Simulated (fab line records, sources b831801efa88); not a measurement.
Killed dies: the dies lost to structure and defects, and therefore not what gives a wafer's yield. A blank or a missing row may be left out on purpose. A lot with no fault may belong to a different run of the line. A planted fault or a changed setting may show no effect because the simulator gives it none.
Shared-tool check | flow gf180mcu | Sample size 13 lots and 39 wafers

## REASON FOR OPENING
Of 13 lots, 2 have the reading VT_IMPLANT_2_TW flagged at GF_VT_IMPLANT_TW_MEAS_21. Fault-free wafers read 1216, with a standard deviation of 6.7.
Rule: a lot is flagged in two cases, either no wafer of it has a number, or all its wafers with numbers fall more than 4 standard deviations from that mean. The other lots count as sound.

lot  | measured     | on            | VT_IMPLANT_2_TW, wafer by wafer | flag
L872 | day 6 07:45  | film-metro-03 | 1210 1208 1209                  |
L873 | day 6 12:44  | film-metro-01 | 1225 1217 1220                  |
L874 | day 6 16:57  | film-metro-01 | 1223 1216 1223                  |
L875 | day 6 22:56  | film-metro-02 | 1213 1217 1213                  |
L876 | day 7 04:41  | film-metro-03 | 1211 1209 1214                  |
L878 | day 7 17:19  | film-metro-02 | 1221 1218 1213                  |
L879 | day 8 00:22  | film-metro-02 | 1213 1213 1215                  |
L880 | day 8 09:15  | film-metro-02 | 1209 1210 1220                  |
L884 | day 9 09:44  | film-metro-02 | 1219 1211 1213                  |
L885 | day 9 18:32  | film-metro-01 | 1220 1223 1222                  |
L889 | day 10 18:54 | film-metro-01 | 1219 1218 1224                  |
L891 | day 11 05:47 | film-metro-01 | 1275 1277 1277                  | FLAGGED
L893 | day 11 20:00 | film-metro-01 | 1272 1282 1278                  | FLAGGED
Average over the flagged lots: 1277; offset from the usual +61, equal to +9 standard deviations.

## WHICH TOOL RAN EACH LOT
2 process steps preceding the reading are held in the record, out of 602 steps in the route. Every cell lists first the tool, next ch and the chambers used by the sampled wafers, and last the start.
lot  | flag    | GF_NWELL_STRIP_10                   | GF_VT_IMPLANT_IMPLANT_19
L872 |         | plasma-asher-02 ch 0,1, day 3 10:05 | implanter-01 ch 0, day 6 07:30
L873 |         | plasma-asher-04 ch 0,1, day 3 13:26 | implanter-02 ch 0, day 6 12:29
L874 |         | plasma-asher-01 ch 0,1, day 3 19:08 | implanter-02 ch 0, day 6 16:42
L875 |         | plasma-asher-04 ch 0,1, day 3 22:50 | implanter-02 ch 0, day 6 22:41
L876 |         | plasma-asher-04 ch 0,1, day 4 03:56 | implanter-03 ch 0, day 7 04:27
L878 |         | plasma-asher-02 ch 0,1, day 4 15:38 | implanter-02 ch 0, day 7 17:06
L879 |         | plasma-asher-01 ch 0,1, day 4 20:05 | implanter-02 ch 0, day 8 00:10
L880 |         | plasma-asher-01 ch 0,1, day 5 04:11 | implanter-03 ch 0, day 8 09:00
L884 |         | plasma-asher-04 ch 0,1, day 6 01:45 | implanter-03 ch 0, day 9 09:29
L885 |         | plasma-asher-04 ch 0,1, day 6 07:49 | implanter-02 ch 0, day 9 18:19
L889 |         | plasma-asher-02 ch 0,1, day 7 05:07 | implanter-03 ch 0, day 10 18:41
L891 | FLAGGED | plasma-asher-01 ch 0,1, day 7 14:41 | implanter-02 ch 0, day 11 05:32
L893 | FLAGGED | plasma-asher-01 ch 0,1, day 8 04:17 | implanter-02 ch 0, day 11 19:45
These steps, and what they do:
- GF_NWELL_STRIP_10: strips in O2/N2.
- GF_VT_IMPLANT_IMPLANT_19
- GF_VT_IMPLANT_TW_MEAS_21

## FLAGGED OVER TOTAL, TOOL BY TOOL (the gauges that took the reading come last)
step                     | tool            | lots run | flagged | share of the flagged lots | sound lots run after its first flagged lot
GF_NWELL_STRIP_10        | plasma-asher-01 | 5        | 2       | all                       | 0
GF_NWELL_STRIP_10        | plasma-asher-02 | 3        | 0       | none                      | -
GF_NWELL_STRIP_10        | plasma-asher-04 | 5        | 0       | none                      | -
GF_VT_IMPLANT_IMPLANT_19 | implanter-01    | 1        | 0       | none                      | -
GF_VT_IMPLANT_IMPLANT_19 | implanter-02    | 8        | 2       | all                       | 0
GF_VT_IMPLANT_IMPLANT_19 | implanter-03    | 4        | 0       | none                      | -
GF_VT_IMPLANT_TW_MEAS_21 | film-metro-01   | 6        | 2       | all                       | 0
GF_VT_IMPLANT_TW_MEAS_21 | film-metro-02   | 5        | 0       | none                      | -
GF_VT_IMPLANT_TW_MEAS_21 | film-metro-03   | 2        | 0       | none                      | -

## WHAT THE TABLE ALLOWS
plasma-asher-01 at GF_NWELL_STRIP_10, implanter-02 at GF_VT_IMPLANT_IMPLANT_19 and film-metro-01 at GF_VT_IMPLANT_TW_MEAS_21: these 3 rows of the table ran every flagged lot.
- plasma-asher-01 at GF_NWELL_STRIP_10: 2 of its 5 lots flagged. It ran its last sound lot, L880, at day 5 04:11 and its first flagged lot, L891, at day 7 14:41: a fault with its onset between the two fits.
- implanter-02 at GF_VT_IMPLANT_IMPLANT_19: 2 of its 8 lots flagged. It ran its last sound lot, L885, at day 9 18:19 and its first flagged lot, L891, at day 11 05:32: a fault with its onset between the two fits. Its own readings (beam-energy-keV) fall more than 4 standard deviations out on all wafers of the flagged lots.
- film-metro-01 at GF_VT_IMPLANT_TW_MEAS_21: 2 of its 6 lots flagged. It ran its last sound lot, L889, at day 10 18:54 and its first flagged lot, L891, at day 11 05:47: a fault with its onset between the two fits.
These 3 tools cannot be told apart by counting lots, since each of them fits a fault that started at some hour. More lots, or a look at what each step does to the wafer, might.

## WHAT THE SIMULATOR PUT IN
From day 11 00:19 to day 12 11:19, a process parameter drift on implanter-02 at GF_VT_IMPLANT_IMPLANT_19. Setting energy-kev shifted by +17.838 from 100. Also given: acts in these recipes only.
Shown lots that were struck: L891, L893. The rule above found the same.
